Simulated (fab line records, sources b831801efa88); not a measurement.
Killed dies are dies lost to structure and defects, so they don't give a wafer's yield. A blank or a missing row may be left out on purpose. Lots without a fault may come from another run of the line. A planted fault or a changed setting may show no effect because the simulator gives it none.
Which tool did it? | flow gf180mcu | 10 lots, 30 wafers sampled, at 1 step of a route of 602

WHAT THE GAUGES READ, wafer by wafer
GF_MIM_THK_MEAS_06.
lot  | measured     | on            | MIM_CVD_05_THK (nm)
L324 | day 24 05:25 | film_metro-04 | 42.7 43.3 43.5
L325 | day 24 19:59 | film_metro-02 | 42.5 42.8 43.0
L326 | day 25 00:16 | film_metro-03 | 42.6 43.4 43.3
L327 | day 25 07:52 | film_metro-02 | 43.2 43.1 43.4
L328 | day 25 20:05 | film_metro-03 | 41.9 42.5 42.8
L330 | day 26 21:25 | film_metro-02 | 43.0 43.7 43.3
L335 | day 28 03:39 | film_metro-02 | 42.5 42.7 43.3
L336 | day 28 08:55 | film_metro-04 | 42.9 43.2 43.8
L342 | day 30 03:16 | film_metro-03 | 42.4 43.0 43.3
L346 | day 31 02:35 | film_metro-03 | 42.4 42.2 42.8

WHICH TOOL RAN EACH LOT (tool, then ch and the chambers of the sampled wafers, then the start)
The record holds no process step before these readings.

THE ANSWER, worked out from the rows above alone
Rule: what is usual is taken from the lots themselves. Put in order of their means at a reading, lots are off if they are a third of the lots or fewer, leave a main group of 4 or more, and stand apart from it by a gap of 3 or more times the standard deviation of the main group's means; of several such gaps the widest counts. A main group whose means are all the same, to the digits that the tables above print for the reading, isn't used. A lot without any number at a reading at which 4 lots or more have one is off too. The other lots that the step has rows for count as sound.
No lot is off at any reading shown: from this, nothing can be told.

WHAT THE SIMULATOR HAD PUT IN
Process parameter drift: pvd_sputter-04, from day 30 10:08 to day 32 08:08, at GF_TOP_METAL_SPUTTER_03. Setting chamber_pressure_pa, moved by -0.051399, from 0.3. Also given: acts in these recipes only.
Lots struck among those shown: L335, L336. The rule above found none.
